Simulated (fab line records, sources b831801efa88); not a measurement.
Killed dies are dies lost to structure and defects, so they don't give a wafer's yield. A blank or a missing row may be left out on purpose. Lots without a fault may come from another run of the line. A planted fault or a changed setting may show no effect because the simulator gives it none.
Chamber matching | flow gf180mcu | GF_V3_ETCH_16 on rie_diel-03: 4 sister chambers
The step etches BARC in N2/H2. 4 wafers are shown with their chamber, then 10 later ones without.

WAFERS WITH THEIR CHAMBER
wafer  | chamber | drypump_motor_current_A (A)
L085.3 | 0       | 6.1
L085.6 | 3       | 5.6
L088.1 | 2       | 6.4
L088.2 | 1       | 5.6

WAFERS WITHOUT THEIR CHAMBER
wafer  | drypump_motor_current_A (A)
L088.4 | 5.6
L090.3 | 6.4
L090.5 | 5.6
L090.6 | 6.4
L093.1 | 5.7
L093.3 | 6.5
L093.4 | 5.6
L094.1 | 6.4
L094.3 | 6.1
L094.4 | 6.4

WHICH CHAMBER EACH WENT THROUGH
wafer  | from the rows above     | in truth
L088.4 | can't be placed: 1 or 3 | 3
L090.3 | 2                       | 2
L090.5 | can't be placed: 1 or 3 | 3
L090.6 | 2                       | 2
L093.1 | can't be placed: 1 or 3 | 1
L093.3 | 2                       | 2
L093.4 | can't be placed: 1 or 3 | 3
L094.1 | 2                       | 2
L094.3 | 0                       | 0
L094.4 | 2                       | 2
Placed correctly: 6 of 10. Can't be placed from these rows: 4 (the true chamber is among the candidates in 4). Placed wrongly: 0.
How it was worked out, from the rows above alone: a wafer's distance from a chamber is the root of the sum, over the readings, of the square of ((its reading less the chamber's mean) divided by the reading's scatter). The wafer belongs to the nearest chamber; if the next one is less than 2 further off, it can't be placed. A chamber's mean is the mean of its shown wafers. The scatter: with one shown wafer a chamber, the root of the mean of the squares of how far each hidden wafer lies from its nearest shown one.
